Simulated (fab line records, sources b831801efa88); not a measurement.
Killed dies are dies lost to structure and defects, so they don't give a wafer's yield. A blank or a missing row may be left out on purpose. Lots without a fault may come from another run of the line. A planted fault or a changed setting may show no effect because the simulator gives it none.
Tool commonality check | flow sky130 | 11 lots, 33 wafers sampled

WHY IT WAS OPENED
At SKY_VT_ADJUST_LVTN_OVL_MEAS_07 the reading VT_ADJUST_LVTN_OVL is flagged on 2 of 11 lots. Wafers without a fault read 0.1 nm, standard deviation 1.4.
Rule: a lot is flagged when every wafer of it that has a number lies more than 4 standard deviations from that mean, or none has a number. The other lots count as sound.

lot  | measured     | on         | VT_ADJUST_LVTN_OVL (nm), wafer by wafer | flag
L689 | day 7 02:10  | overlay-02 | 0.3 0.6 0.2                             |
L690 | day 7 08:01  | overlay-01 | -1.7 -1.5 -3.1                          |
L691 | day 7 15:01  | overlay-02 | 1.7 -0.1 -0.3                           |
L692 | day 7 23:28  | overlay-02 | 0.8 0.7 -0.1                            |
L698 | day 9 10:40  | overlay-02 | 300.7 298.3 300.1                       | FLAGGED
L700 | day 9 21:04  | overlay-02 | 299.9 299.8 300.3                       | FLAGGED
L702 | day 10 16:22 | overlay-01 | -0.7 0.3 -0.3                           |
L707 | day 11 17:17 | overlay-01 | 2.4 1.8 0.0                             |
L708 | day 11 22:49 | overlay-02 | 0.9 1.1 -0.2                            |
L710 | day 12 13:15 | overlay-01 | -2.7 1.5 -1.0                           |
L711 | day 12 23:59 | overlay-02 | 2.7 1.2 1.9                             |
The numbers of the flagged lots are 299.9 nm on average: +299.8 nm against the usual, or +99 or more standard deviations.

WHICH TOOL RAN EACH LOT
The record holds 1 process step before the reading, out of a route of 708 steps. In each cell: the tool, then ch and the chambers that the sampled wafers went through, then the start.
lot  | flag    | SKY_VT_ADJUST_LVTN_EXPOSE_04
L689 |         | iline_stepper-01 ch 0, day 6 15:52
L690 |         | iline_stepper-01 ch 0, day 6 21:28
L691 |         | iline_stepper-02 ch 0, day 7 05:43
L692 |         | iline_stepper-01 ch 0, day 7 13:59
L698 | FLAGGED | iline_stepper-01 ch 0, day 9 00:39
L700 | FLAGGED | iline_stepper-01 ch 0, day 9 10:27
L702 |         | iline_stepper-02 ch 0, day 10 06:10
L707 |         | iline_stepper-02 ch 0, day 11 05:52
L708 |         | iline_stepper-02 ch 0, day 11 11:17
L710 |         | iline_stepper-02 ch 0, day 12 00:48
L711 |         | iline_stepper-02 ch 0, day 12 11:19
What these steps do:
- SKY_VT_ADJUST_LVTN_EXPOSE_04: exposes mask NWM COMPLEMENT LESS NATIVE, target cd 840 nm.
- SKY_VT_ADJUST_LVTN_OVL_MEAS_07

FLAGGED OVER TOTAL, TOOL BY TOOL (the gauges that took the reading come last)
step                           | tool             | lots run | flagged | share of the flagged lots | sound lots run after its first flagged lot
SKY_VT_ADJUST_LVTN_EXPOSE_04   | iline_stepper-01 | 5        | 2       | all                       | 0
SKY_VT_ADJUST_LVTN_EXPOSE_04   | iline_stepper-02 | 6        | 0       | none                      | -
SKY_VT_ADJUST_LVTN_OVL_MEAS_07 | overlay-01       | 4        | 0       | none                      | -
SKY_VT_ADJUST_LVTN_OVL_MEAS_07 | overlay-02       | 7        | 2       | all                       | 2 (L708,L711)

WHAT THE TABLE ALLOWS
2 rows of the table ran every flagged lot: iline_stepper-01 at SKY_VT_ADJUST_LVTN_EXPOSE_04, overlay-02 at SKY_VT_ADJUST_LVTN_OVL_MEAS_07.
- iline_stepper-01 at SKY_VT_ADJUST_LVTN_EXPOSE_04: 2 of its 5 lots flagged. Its last sound lot is L692 (day 7 13:59), its first flagged lot L698 (day 9 00:39): a fault that began between those two fits.
- overlay-02 at SKY_VT_ADJUST_LVTN_OVL_MEAS_07: 2 of its 7 lots flagged. Sound lots ran on it after the first flagged one (L708, L711), which a lasting fault on the whole tool wouldn't allow.
One tool is left: iline_stepper-01 at SKY_VT_ADJUST_LVTN_EXPOSE_04.

WHAT THE SIMULATOR HAD PUT IN
Scanner matching overlay: iline_stepper-01, from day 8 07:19 on, at SKY_VT_ADJUST_LVTN_EXPOSE_04. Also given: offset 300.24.
Lots struck among those shown: L698, L700. The rule above found the same.
